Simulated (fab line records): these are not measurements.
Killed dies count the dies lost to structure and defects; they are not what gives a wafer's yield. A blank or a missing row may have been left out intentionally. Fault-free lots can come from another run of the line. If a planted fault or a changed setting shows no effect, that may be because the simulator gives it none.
One fault through the eyes of 2 desks + flow sky130 + what lay behind the numbers comes last; until then each desk has only its own

DESK OF THE TOOL OWNER: rie_si-01
The tool's own readings at SKY_POLY_GATE_ETCH_17 (etches poly-Si in HBr/Cl2, stops on SiO2, target depth 180 nm, time 70.5 s): means of the sampled wafers that have a number, for each lot that ran on this tool. If a lot's mean is further than 4 standard deviations from the usual mean, the lot is out of limits and carries the mark OUT (the distance appears in the brackets).
Columns: A = drypump_motor_current_A at SKY_POLY_GATE_ETCH_17, usual 5.4 A; B = mfc_cl2_sccm at SKY_POLY_GATE_ETCH_17, usual 49.99 sccm; C = oes_product_au at SKY_POLY_GATE_ETCH_17, usual 0.988 a.u.; D = rf_fwd_power_W at SKY_POLY_GATE_ETCH_17, usual 396.8 W; E = throttle_valve_pct at SKY_POLY_GATE_ETCH_17, usual 33.685 %
| lot  | first seen here | A   | B     | C     | D               | E      |
|------|-----------------|-----|-------|-------|-----------------|--------|
| L860 | day 16 15:40    | 5.0 | 49.84 | 0.987 | 397.0           | 33.680 |
| L861 | day 17 02:25    | 5.7 | 49.84 | 0.993 | 398.2           | 33.686 |
| L865 | day 18 13:46    | 5.3 | 49.95 | 0.990 | 396.7           | 33.679 |
| L869 | day 20 04:22    | 5.4 | 49.97 | 0.988 | 396.8           | 33.680 |
| L870 | day 20 13:28    | 5.9 | 49.96 | 0.978 | 396.7           | 33.685 |
| L872 | day 21 21:19    | 5.4 | 50.04 | 0.990 | 396.2           | 33.687 |
| L873 | day 22 00:31    | 5.8 | 49.88 | 0.982 | 396.0           | 33.682 |
| L876 | day 22 15:19    | 5.3 | 50.09 | 0.993 | 418.7 (+14) OUT | 33.684 |
| L878 | day 23 02:25    | 5.4 | 49.93 | 0.990 | 417.2 (+13) OUT | 33.682 |
Finding of this desk: L876, L878 out of limits; the first was L876 at day 22 15:19, on rf_fwd_power_W at SKY_POLY_GATE_ETCH_17. In limits: L860, L861, L865, L869, L870, L872, L873.

THE METROLOGY DESK
Means of the sampled wafers that have a number, per lot and without regard to the tool the lot ran on: this is what the gauges read. If a lot's mean is further than 4 standard deviations from the usual mean, the lot is out of limits and carries the mark OUT (the distance appears in the brackets).
Columns: A = SONOS_ONO_OVL at SKY_SONOS_ONO_OVL_MEAS_14, usual -1.2 nm; B = cd_nm at SKY_POLY_GATE_CD_MEAS_13, usual 149.9 nm; C = POLY_GATE_OVL at SKY_POLY_GATE_OVL_MEAS_14, usual -3 nm
| lot  | first seen here | A    | B     | C  |
|------|-----------------|------|-------|----|
| L860 | day 12 21:33    | -1.1 | 149.7 | -5 |
| L861 | day 13 05:59    | -0.3 | 149.6 | -7 |
| L863 | day 14 02:51    | -0.8 | 150.0 | 3  |
| L865 | day 14 14:21    | -1.5 | 148.1 | -2 |
| L866 | day 14 23:50    | 0.1  | 151.4 | -3 |
| L867 | day 15 02:35    | -3.5 | 150.9 | -1 |
| L869 | day 16 03:15    | -1.6 | 148.0 | -4 |
| L870 | day 16 12:46    | 1.0  | 149.7 | -9 |
| L871 | day 16 17:21    | -0.6 | 150.4 | -6 |
| L872 | day 17 19:16    | -1.6 | 150.2 | -2 |
| L873 | day 17 19:38    | -0.7 | 150.7 | -1 |
| L876 | day 18 09:52    | -2.8 | 150.7 | -9 |
| L878 | day 18 23:39    | -2.5 | 150.9 | -6 |
Finding of this desk: none of the 13 lots has anything out of limits.

BROUGHT TOGETHER
The tool owner's desk could have raised an alarm at day 22 15:19, on L876, L878.
Nothing out of limits was seen by the metrology desk.
The metrology desk has L876, L878 on record, within its limits.
Of the lots named, all ran SKY_POLY_GATE_ETCH_17 on rie_si-01.

WHAT THE SIMULATOR HAD INSERTED
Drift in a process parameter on rie_si-01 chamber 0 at SKY_POLY_GATE_ETCH_17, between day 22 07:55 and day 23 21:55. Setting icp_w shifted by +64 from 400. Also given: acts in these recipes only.
Lots struck among those shown: L876, L878.
Time in hours from fault onset to the first out-of-limits reading at each desk: the tool owner's desk, 7.
